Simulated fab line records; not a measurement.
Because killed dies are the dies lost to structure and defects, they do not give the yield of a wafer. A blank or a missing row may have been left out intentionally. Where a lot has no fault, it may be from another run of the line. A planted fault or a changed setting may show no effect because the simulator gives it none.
Code-filled problem report in 8D (eight disciplines) form | flow sky130 | the parts of the form that need people (team, actions taken, sign-off) are left out

## 1. THE ISSUE
Across 9 wafers from 3 lots, POLY_GATE_CVD_00_THK at SKY_POLY_GATE_THK_MEAS_01 averages 156.3 nm, while fault-free wafers read 179.5 nm with a standard deviation of 1.6. That puts it -14 standard deviations away from the usual mean.
First observed at day 15 18:44: wafer L440.1, on film metro-04. Wafers with a number at this step in the record: 32, from 11 lots. The rule behind "out" and "out of limits": a value lying over 4 standard deviations away from the usual mean. The rest of the wafers with a number are treated as sound.

## 2. WHAT IT IS, WHAT IT ISN'T
question                    | is                           | is not
which readings at this step | POLY_GATE_CVD_00_THK         | -
which lots                  | L440, L441, L442             | L435, L438, L439, L451, L452, L453, L454, L457
which wafers of those lots  | all that have a number       | -
read on which gauges        | film metro-02, film metro-04 | film metro-03
when                        | from day 15 18:44            | up to then (9 sound wafers); but 14 sound wafers of L451, L452, L453, L454, L457 came after

## 3. SUSPECTS, AND WHAT RULES EACH OUT
Counting: a tool at a process step up to the reading stays a suspect if it ran every lot that is out and no sound lot after the first of them.
- the gauge at SKY_POLY_GATE_THK_MEAS_01 has been ruled out. 2 gauges (film metro-02, film metro-04) read the wafers that are out.
- lpcvd-01 at SKY_POLY_GATE_CVD_00 (deposits poly-Si, target thk 180 nm, time 720 s): ruled out as a lasting fault. Sound lots L451, L452, L453, L454, L457 ran on it after its first lot that is out, L440 (day 15 17:32).
Left after counting: nothing in the record.

## 4. THE CAUSE (what the simulator had put in)
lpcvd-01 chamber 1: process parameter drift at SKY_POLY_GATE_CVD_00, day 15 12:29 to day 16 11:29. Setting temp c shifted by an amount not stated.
The count ruled it out by mistake, since the rule takes a fault to strike every lot its tool runs from the start of the fault on, and this one did not do so.

## 5. THE CHAIN OF EFFECTS, in route order
One row per reading whose mean, taken over the struck wafers that have a number, lies over 3 standard deviations from the usual. Only readings for which the record gives a usual standard deviation are gone through. hours: the time from each lot's start at the first step in this table that gives one to its start at this step, as a median over the lots. sigmas: the change in usual standard deviations.
hours | step                      | reading              | usual      | on struck wafers | change | sigmas
0     | SKY_POLY_GATE_CVD_00      | spike tc bottom C    | 638.8 C    | 633.8            | -5.0   | -3.3
0     | SKY_POLY_GATE_CVD_00      | spike tc centre C    | 621.9 C    | 616.8            | -5.1   | -4.6
0     | SKY_POLY_GATE_CVD_00      | spike tc lower C     | 621.1 C    | 615.2            | -5.9   | -4.9
0     | SKY_POLY_GATE_CVD_00      | spike tc upper C     | 620.3 C    | 615.5            | -4.8   | -3.4
0     | SKY_POLY_GATE_CVD_00      | susceptor temp C     | 620.00 C   | 614.18           | -5.82  | -20
1     | SKY_POLY_GATE_THK_MEAS_01 | POLY_GATE_CVD_00_THK | 179.5 nm   | 156.3            | -23.2  | -14
62    | SKY_POLY_GATE_ETCH_17     | oes product au       | 0.984 a.u. | 0.900            | -0.084 | -9.5
The process steps in it:
- SKY_POLY_GATE_CVD_00: deposits poly-Si, target thk 180 nm, time 720 s.
- SKY_POLY_GATE_ETCH_17: etches poly-Si in HBr/Cl2, stops on SiO2, target depth 180 nm, time 70.5 s.
At these later measuring or inspecting steps, every struck wafer for which the step has a row has a number for every such reading, and none has moved that far: SKY_POLY_GATE_CD_MEAS_13, SKY_POLY_CUT_OVL_MEAS_09.

## 6. WHAT WOULD HAVE CAUGHT IT SOONER
6 hours passed between the start of the fault at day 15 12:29 and the first reading out of limits at a measuring or inspecting step in this record, taken at day 15 18:44.
The tool's own readings at SKY_POLY_GATE_CVD_00 were out on every struck wafer that the step has a row for (spike tc lower C, susceptor temp C): an alarm limit on them would have fired on the first of those.
